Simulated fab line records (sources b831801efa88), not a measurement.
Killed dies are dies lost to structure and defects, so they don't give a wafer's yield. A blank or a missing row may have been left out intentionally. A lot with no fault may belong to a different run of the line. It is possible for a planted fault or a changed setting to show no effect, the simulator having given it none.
Comparing a struck lot with a sound one + flow sky130 + 23 steps out of a route of 708
Sound: wafers L632.1, L632.2, L632.5. Wafers struck: L645.1, L645.4, L645.6. The cause is given at the end.
At each step with rows: each side's tool, then ch and its chambers, then its first start. Under that, the readings that differ: sound wafers + struck wafers + difference of the means + sigmas: that difference in standard deviations of wafers without a fault.
alike: readings whose means differ by less than 2 such deviations, and words and numbers that are the same on both sides. not compared: withheld readings, readings that some wafer has no value for, bounds like >300 that may hide the same value, and numbers for which the record gives no deviation and whose values overlap.
The two part at a step that has a row with sigmas, a row that says differs or no value, or rows on one side only. Numbers that don't overlap but have no deviation are shown without sigmas and don't part them. A reading missing from all wafers of one side parts the sides only when that side holds two or more wafers.

first, 5 steps without rows for these wafers: SKY_PWDE_COAT_02 (resist thk 3000 nm); SKY_PWDE_SOFTBAKE_03; SKY_PWDE_EXPOSE_04 (exposes mask PWDEM, target cd 840 nm); SKY_PWDE_PEB_05; SKY_PWDE_DEVELOP_06 (develop time 60 s).
SKY_PWDE_OVL_MEAS_07:
  sound: overlay-01 at day 4 12:34; struck: overlay-01 at day 7 20:34
| reading       | sound       | struck         | difference | sigmas |
|---------------|-------------|----------------|------------|--------|
| PWDE_OVL (nm) | 2.2 2.0 1.8 | -3.4 -2.7 -2.5 | -4.9       | -3     |
then, 1 step without rows for these wafers: SKY_PWDE_IMPLANT_08.
SKY_PWDE_STRIP_09: strips in O2/N2.
  sound on plasmaAsher-04 ch 0,1, day 4 12:45; struck on plasmaAsher-04 ch 0,1, day 7 20:45
  alike: chamberPressureMTorr, drypumpMotorCurrentA, oesProductAu, stripTimeToEndpointS
  not compared: rfHoursCounterH
SKY_PWDE_TW_MEAS_10:
  sound: filmMetro-02 at day 4 12:51; struck: filmMetro-03 at day 7 20:51
  alike: PWDE_TW
then, 3 steps without rows for these wafers: SKY_NWELL_DEHYDRATE_03 (time 60 s); SKY_NWELL_HMDS_04 (prime time 60 s); SKY_NWELL_COAT_05 (resist thk 3000 nm).
SKY_NWELL_SOFTBAKE_06:
  sound on lithoTrack-01 ch 0, day 4 20:16; struck on lithoTrack-01 ch 0, day 8 07:34
| reading                                | sound                | struck               | difference | sigmas |
|----------------------------------------|----------------------|----------------------|------------|--------|
| heaterPowerTotalW (W)                  | 65.45 65.50 65.34    | 70.43 70.63 70.63    | +5.13      | +37    |
| plateTempC (C)                         | 109.81 109.75 109.85 | 116.15 116.27 116.31 | +6.44      | +43    |
| model.coat_of_NWELL_COAT_05.thkNm (nm) | 3004 2999 2999       | 2949 2961 2959       | -44        |        |
  alike: chillPlateTempC
then, 2 steps without rows for these wafers: SKY_NWELL_EXPOSE_07 (exposes mask NWM, target cd 840 nm); SKY_NWELL_PEB_08.
SKY_NWELL_DEVELOP_09: develop time 60 s.
  sound: lithoTrack-03 ch 0; struck: lithoTrack-03 ch 0
| reading                                | sound          | struck         | difference | sigmas |
|----------------------------------------|----------------|----------------|------------|--------|
| model.coat_of_NWELL_COAT_05.thkNm (nm) | 3000 2995 2994 | 2945 2956 2955 | -44        |        |
  alike: chillPlateTempC
SKY_NWELL_OVL_MEAS_10:
  sound: overlay-01 at day 5 04:35; struck: overlay-02 at day 8 17:41
  alike: NWELL_00_OVL
then, 3 steps without rows for these wafers: SKY_NWELL_IMPLANT_11; SKY_NWELL_IMPLANT_12; SKY_NWELL_IMPLANT_13.
SKY_NWELL_STRIP_14: strips in O2/N2.
  sound on plasmaAsher-03 ch 0,1, day 5 05:04; struck on plasmaAsher-04 ch 0,1, day 8 18:10
| reading                  | sound             | struck            | difference | sigmas |
|--------------------------|-------------------|-------------------|------------|--------|
| stripTimeToEndpointS (s) | 36.96 36.91 36.89 | 36.35 36.44 36.43 | -0.51      | -5     |
  alike: chamberPressureMTorr, drypumpMotorCurrentA, oesProductAu
  not compared: rfHoursCounterH
SKY_NWELL_TW_MEAS_15:
  sound: filmMetro-02 at day 5 05:10; struck: filmMetro-03 at day 8 18:16
| reading  | sound          | struck         | difference | sigmas |
|----------|----------------|----------------|------------|--------|
| NWELL_TW | 1814 1823 1811 | 1834 1841 1845 | +24        | +3     |
-- the record jumps here: 41 days lie between the struck wafers' starts before and after (it left off in module NWELL and takes up again in module PAD_OPEN, whose first step shown is number 708 of the route) --
SKY_PAD_OPEN_PROBE_99:
  record: rows for the struck wafers here (prober-02, day 49 16:44), none for the sound ones

## WHERE THEY PART
At SKY_PWDE_OVL_MEAS_07 first; at SKY_PAD_OPEN_PROBE_99 last (within this record only).

WHY: what the simulator had put in
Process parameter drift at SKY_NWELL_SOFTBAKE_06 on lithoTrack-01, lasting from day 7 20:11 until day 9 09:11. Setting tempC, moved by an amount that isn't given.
